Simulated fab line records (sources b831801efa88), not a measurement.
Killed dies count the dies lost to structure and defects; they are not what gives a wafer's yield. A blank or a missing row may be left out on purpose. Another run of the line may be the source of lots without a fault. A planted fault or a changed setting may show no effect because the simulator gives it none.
fab line records	flow sfq-line
record: lots: 5	wafers: 15	last-day: 78
route steps=325 shown JJ@193 M5@198
lots that met no fault: from a run of the same line without faults
start-h: hours from the record's first day to the start of the lot's first wafer shown	wait-h: hours since the lot's step before	" repeats the value in the row above	L1.1+2: several wafers, shown together as one row	- no value, or no start given	* or withheld: withheld	< > ~ a bound
route shown NAME@n: names a module that has steps shown in the file, with the first one's number in the route	usual: mean and standard deviation over wafers with no fault	same: alike in all rows	chamber/n: place in a boat	sites: the reading at each site	_std_site: how widely they spread, as a standard deviation	_edge_site: the outer-site mean with the inner-site mean subtracted	radius-mm: for every site, how far away it sits from the centre of the wafer	mask NAME#n: copy n	behind: the tool/chamber that last shaped the wafer	hold: why the lot went on hold/how many hours it stayed there/how the hold came to an end	device: which transistor (n, p or np) failed to switch	end of line: the same wafers' tests at the end of the route	a step without rows: its recipe alone	killed: dies lost to structure and defects at the first sort, not the wafer's yield	map: the dies of a wafer, with x for killed, . for not killed, _ for no die there
set.NAME: the setting as run; set.NAME@STEP: as run at that earlier step	model.NAME: the simulator's own value behind a step, which no gauge read
lots at some steps of the route; a table a step, a row a wafer
services: the hour from which a tool's chamber was out of use, counted from the record's first day as start-h (under 0 if before that day), plus the number of hours and why
== steps ==
step: SFQ_TRILAYER_JJ_CE_BARC_OPEN_RIE_150
recipe: mask-material: PR	chemistry: O2	target-depth-nm: 240	target: BARC	icp-w: 600	bias-w: 80	pressure-mtorr: 10	time-s: 80
usual: drypump-motor-current-A: 6.18/0.24	oes-product-au: 0.538/0.0044
same: time-s: 80
lot.wafer	tool	chamber	start-h	wait-h	drypump-motor-current-A	oes-product-au	rf-hours-counter-h
L132.3	rie-metal-04	1	1012.22	0.7	6.09	0.539	-
L132.4	"	1	"	"	6.07	0.543	-
L132.5	"	1	"	"	6.09	0.534	-
L133.1	rie-metal-04	1	1023.06	1.0	6.08	0.539	31
L133.4	"	1	"	"	6.08	0.547	-
L133.5	"	1	"	"	6.10	0.540	-
L150.3	rie-metal-01	1	1167.63	0.6	6.33	0.541	-
L150.5	"	1	"	"	6.29	0.541	-
L150.6	"	0	"	"	6.20	0.536	-
L152.2	rie-metal-04	0	1182.00	0.8	5.82	0.542	29
L152.5	"	1	"	"	6.05	0.535	-
L152.6	"	0	"	"	5.83	0.536	-
L153.2	rie-metal-04	0	1184.40	0.8	5.81	0.531	29
L153.3	"	0	"	"	5.82	0.534	-
L153.6	"	0	"	"	5.83	0.531	-
step: SFQ_TRILAYER_JJ_CE_ETCH_RIE_118
recipe: target: Nb	stop-on: Al2O3	mask-material: PR	taper-deg: 13.257	over-etch-frac: 0.15	time-s: 97.7	chemistry: SF6	target-depth-nm: 170	icp-w: 600	bias-w: 80	pressure-mtorr: 10
usual: drypump-motor-current-A: 6.17/0.24	oes-product-au: 0.983/0.01
same: time-s: 97.7
lot.wafer	tool	chamber	start-h	wait-h	drypump-motor-current-A	oes-product-au	rf-hours-counter-h
L132.3	rie-metal-04	1	1012.41	0.2	6.07	0.989	-
L132.4	"	1	"	"	6.09	0.973	-
L132.5	"	1	"	"	6.08	0.966	-
L133.1	rie-metal-04	1	1023.24	0.2	6.09	0.958	31
L133.4	"	1	"	"	6.05	0.963	-
L133.5	"	1	"	"	6.05	0.974	-
L150.3	rie-metal-01	1	1167.73	0.1	6.34	0.987	-
L150.5	"	1	"	"	6.38	0.994	-
L150.6	"	0	"	"	6.20	0.984	-
L152.2	rie-metal-04	0	1182.09	0.1	5.87	0.978	29
L152.5	"	1	"	"	6.09	0.983	-
L152.6	"	0	"	"	5.84	0.989	-
L153.2	rie-metal-04	0	1184.49	0.1	5.86	0.972	29
L153.3	"	0	"	"	5.82	0.979	-
L153.6	"	0	"	"	5.84	0.972	-
step: SFQ_TRILAYER_JJ_ANODIZE_ANODIZE_119
recipe: current-density-ma-cm2: withheld	end-current-density-ma-cm2: withheld	bath-temp-c: withheld
step: SFQ_TRILAYER_JJ_CE_STRIP_STRIP_120
recipe: gas: O2	power-w: 200	platen-temp-c: 40	overash-fraction: 0.65	chemistry: O2	pressure-mtorr: 50
usual: drypump-motor-current-A: 6.20/0.27	oes-product-au: 0.994/0.014
lot.wafer	tool	chamber	start-h	wait-h	drypump-motor-current-A	oes-product-au	rf-hours-counter-h
L132.3	rie-metal-01	1	1013.45	0.4	6.33	0.997	-
L132.4	"	1	"	"	6.35	1.001	-
L132.5	"	1	"	"	6.33	1.003	-
L133.1	rie-metal-04	0	1023.95	0.0	5.84	0.980	0
L133.4	"	0	"	"	5.84	0.982	-
L133.5	"	0	"	"	5.84	0.984	-
L150.3	rie-metal-03	0	1168.50	0.2	5.92	1.014	-
L150.5	"	1	"	"	6.59	1.000	-
L150.6	"	0	"	"	5.92	1.011	-
L152.2	rie-metal-03	1	1182.70	0.0	6.59	1.005	155
L152.5	"	0	"	"	5.90	1.014	-
L152.6	"	1	"	"	6.56	1.009	-
L153.2	rie-metal-03	1	1185.10	0.0	6.60	1.002	155
L153.3	"	0	"	"	5.94	1.010	-
L153.6	"	1	"	"	6.60	1.008	-
step: SFQ_TRILAYER_JJ_CE_STRIP_SOLV_CLEAN_121
recipe: chemistry: NMP	temp-c: 70	time-s: 600
step: SFQ_TRILAYER_M5_LITHO_COAT_128
recipe: resist: BARC	spin-rpm: 3000	resist-thk-nm: 62
step: SFQ_TRILAYER_M5_LITHO_COAT_123
recipe: resist: KrF	spin-rpm: 3000	resist-thk-nm: 600
step: SFQ_TRILAYER_M5_LITHO_SOFTBAKE_127
recipe: temp-c: withheld	time-s: withheld	resist: KrF
step: SFQ_TRILAYER_M5_LITHO_EXPOSE_124
recipe: mask-id: M5	na: 0.6	source-shape: conventional	sigma-outer: 0.65	target-cd-nm: 700	dose-mj: 14.4
step: SFQ_TRILAYER_M5_LITHO_PEB_126
recipe: peb-temp-c: 115	peb-time-s: 60	resist: KrF
step: SFQ_TRILAYER_M5_LITHO_DEVELOP_125
recipe: time-s: 60	resist: KrF
step: SFQ_M5_OVL_MEAS_932
usual: M5_OVL: 0/5.2
lot.wafer	tool	chamber	start-h	wait-h	M5_OVL[nm]
L132.3	overlay-01	-	1057.46	0.1	2
L132.4	"	-	"	"	1
L132.5	"	-	"	"	-1
L133.1	overlay-02	-	1068.25	0.1	-7
L133.4	"	-	"	"	-5
L133.5	"	-	"	"	-10
L150.3	overlay-02	-	1220.56	0.1	-2
L150.5	"	-	"	"	-1
L150.6	"	-	"	"	-2
L152.2	overlay-01	-	1241.20	0.1	2
L152.5	"	-	"	"	-1
L152.6	"	-	"	"	0
L153.2	overlay-01	-	1242.40	0.1	-3
L153.3	"	-	"	"	-9
L153.6	"	-	"	"	0
step: SFQ_TRILAYER_M5_BARC_OPEN_METAL_ETCH_161
recipe: mask-material: PR	chemistry: O2	target-depth-nm: 125	target: BARC	icp-w: 600	bias-w: 80	pressure-mtorr: 10	time-s: 41.7
usual: drypump-motor-current-A: 6.1/0.34	oes-product-au: 0.685/0.005
same: time-s: 41.7
lot.wafer	tool	chamber	start-h	wait-h	drypump-motor-current-A	oes-product-au	rf-hours-counter-h	model.KrF_of_TRILAYER_M5_LITHO_COAT_123.thk-nm
L132.3	rie-metal-01	1	1057.51	0.0	6.4	0.684	-	520.8
L132.4	"	0	"	"	6.2	0.685	-	523.7
L132.5	"	0	"	"	6.2	0.682	-	523.3
L133.1	rie-metal-02	0	1068.29	0.0	5.6	0.692	99	525.6
L133.4	"	0	"	"	5.6	0.684	-	524.3
L133.5	"	0	"	"	5.6	0.684	-	523.7
L150.3	rie-metal-02	0	1220.61	0.0	5.5	0.688	-	537.9
L150.5	"	0	"	"	5.5	0.682	-	528.4
L150.6	"	1	"	"	5.8	0.683	-	526.2
L152.2	rie-metal-03	0	1241.25	0.0	5.9	0.686	-	520.6
L152.5	"	0	"	"	5.9	0.692	-	521.2
L152.6	"	0	"	"	5.9	0.688	-	521.8
L153.2	rie-metal-01	1	1242.43	0.0	6.3	0.699	20	525.3
L153.3	"	1	"	"	6.3	0.677	-	524.3
L153.6	"	0	"	"	6.2	0.692	-	523.8
step: SFQ_TRILAYER_M5_ETCH_METAL_ETCH_126
recipe: target: Nb	stop-on: SiO2	mask-material: PR	over-etch-frac: 0.15	time-s: 203.2	chemistry: Cl2/BCl3	target-depth-nm: 265	icp-w: 600	bias-w: 80	pressure-mtorr: 10
usual: drypump-motor-current-A: 6.0/0.34	oes-product-au: 0.730/0.0065
same: time-s: 203.2
lot.wafer	tool	chamber	start-h	wait-h	drypump-motor-current-A	oes-product-au	rf-hours-counter-h	model.KrF_of_TRILAYER_M5_LITHO_COAT_123.thk-nm
L132.3	rie-metal-01	1	1057.61	0.1	6.3	0.724	-	367.9
L132.4	"	0	"	"	6.2	0.728	-	373.1
L132.5	"	0	"	"	6.2	0.737	-	372.1
L133.1	rie-metal-02	0	1068.35	0.0	5.6	0.715	99	375.1
L133.4	"	0	"	"	5.6	0.736	-	373.4
L133.5	"	0	"	"	5.6	0.731	-	370.9
L150.3	rie-metal-02	0	1220.71	0.1	5.6	0.733	-	384.7
L150.5	"	0	"	"	5.5	0.735	-	374.8
L150.6	"	1	"	"	5.8	0.730	-	369.1
L152.2	rie-metal-03	0	1241.42	0.1	5.9	0.734	-	366.3
L152.5	"	0	"	"	5.9	0.727	-	366.5
L152.6	"	0	"	"	5.9	0.729	-	366.6
L153.2	rie-metal-01	1	1242.49	0.0	6.3	0.731	20	372
L153.3	"	1	"	"	6.3	0.727	-	370.8
L153.6	"	0	"	"	6.2	0.731	-	372.5
step: SFQ_TRILAYER_M5_STRIP_STRIP_127
recipe: gas: O2	power-w: 200	platen-temp-c: 40	overash-fraction: 0.65	chemistry: O2	pressure-mtorr: 50
usual: drypump-motor-current-A: 6.0/0.34	oes-product-au: 1.004/0.011
lot.wafer	tool	chamber	start-h	wait-h	drypump-motor-current-A	oes-product-au	rf-hours-counter-h
L132.3	rie-metal-01	1	1057.94	0.3	6.3	1.003	-
L132.4	"	0	"	"	6.2	0.989	-
L132.5	"	0	"	"	6.2	0.993	-
L133.1	rie-metal-02	0	1068.54	0.1	5.6	0.990	99
L133.4	"	0	"	"	5.6	0.992	-
L133.5	"	0	"	"	5.6	0.998	-
L150.3	rie-metal-02	0	1221.04	0.3	5.6	0.995	-
L150.5	"	0	"	"	5.6	1.002	-
L150.6	"	1	"	"	5.8	1.025	-
L152.2	rie-metal-03	0	1241.94	0.5	5.9	1.018	-
L152.5	"	0	"	"	5.9	1.026	-
L152.6	"	0	"	"	5.9	1.016	-
L153.2	rie-metal-01	1	1242.69	0.1	6.3	1.004	20
L153.3	"	1	"	"	6.3	1.008	-
L153.6	"	0	"	"	6.2	0.996	-
== services ==
tool	chamber	start-h	hours	kind
rie-metal-04	0	1003.32	-	clean
rie-metal-04	0	1003.32	20.0	scheduled-down
rie-metal-04	0	1003.32	20.0	vent-cycle
rie-metal-01	0	1007.67	-	clean
rie-metal-01	0	1007.67	23.0	scheduled-down
rie-metal-01	0	1007.67	23.0	vent-cycle
rie-metal-03	0	1031.05	-	clean
rie-metal-03	0	1031.05	19.9	scheduled-down
rie-metal-03	0	1031.05	19.9	vent-cycle
rie-metal-04	-	1066.67	2.8	pm
rie-metal-03	-	1077.54	2.8	pm
rie-metal-01	1	1115.55	-	clean
rie-metal-01	1	1115.55	-	consumable-replace:focus-ring
rie-metal-01	1	1115.55	21.2	scheduled-down
rie-metal-01	1	1115.55	21.2	vent-cycle
rie-metal-02	-	1162.14	0.8	repair
rie-metal-02	-	1173.36	0.6	repair
rie-metal-01	-	1229.24	0.1	repair
rie-metal-01	0	1229.78	2.9	repair
rie-metal-03	1	1240.55	-	clean
rie-metal-03	1	1240.55	-	consumable-replace:focus-ring
rie-metal-03	1	1240.55	19.9	scheduled-down
rie-metal-03	1	1240.55	19.9	vent-cycle
== key ==
first-sign none at tools or gauges
model-effect: step: SFQ_TRILAYER_M5_BARC_OPEN_METAL_ETCH_161	value: KrF_of_TRILAYER_M5_LITHO_COAT_123.thk-nm	without: 526.8	struck: 537.9
model-effect: step: SFQ_TRILAYER_M5_ETCH_METAL_ETCH_126	value: KrF_of_TRILAYER_M5_LITHO_COAT_123.thk-nm	without: 373.6	struck: 384.7
met-at SFQ_TRILAYER_M5_BARC_OPEN_METAL_ETCH_161
struck-wafers L150.3
onset-between 1068.29 1220.61
fault: kind: process-parameter-drift	tool: rie-metal-02	chamber: -	onset-h: 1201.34	steps: SFQ_TRILAYER_M5_BARC_OPEN_METAL_ETCH_161	channel: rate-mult	offset: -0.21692	shape: step	end-h: 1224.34	scope: struck-wafers-only
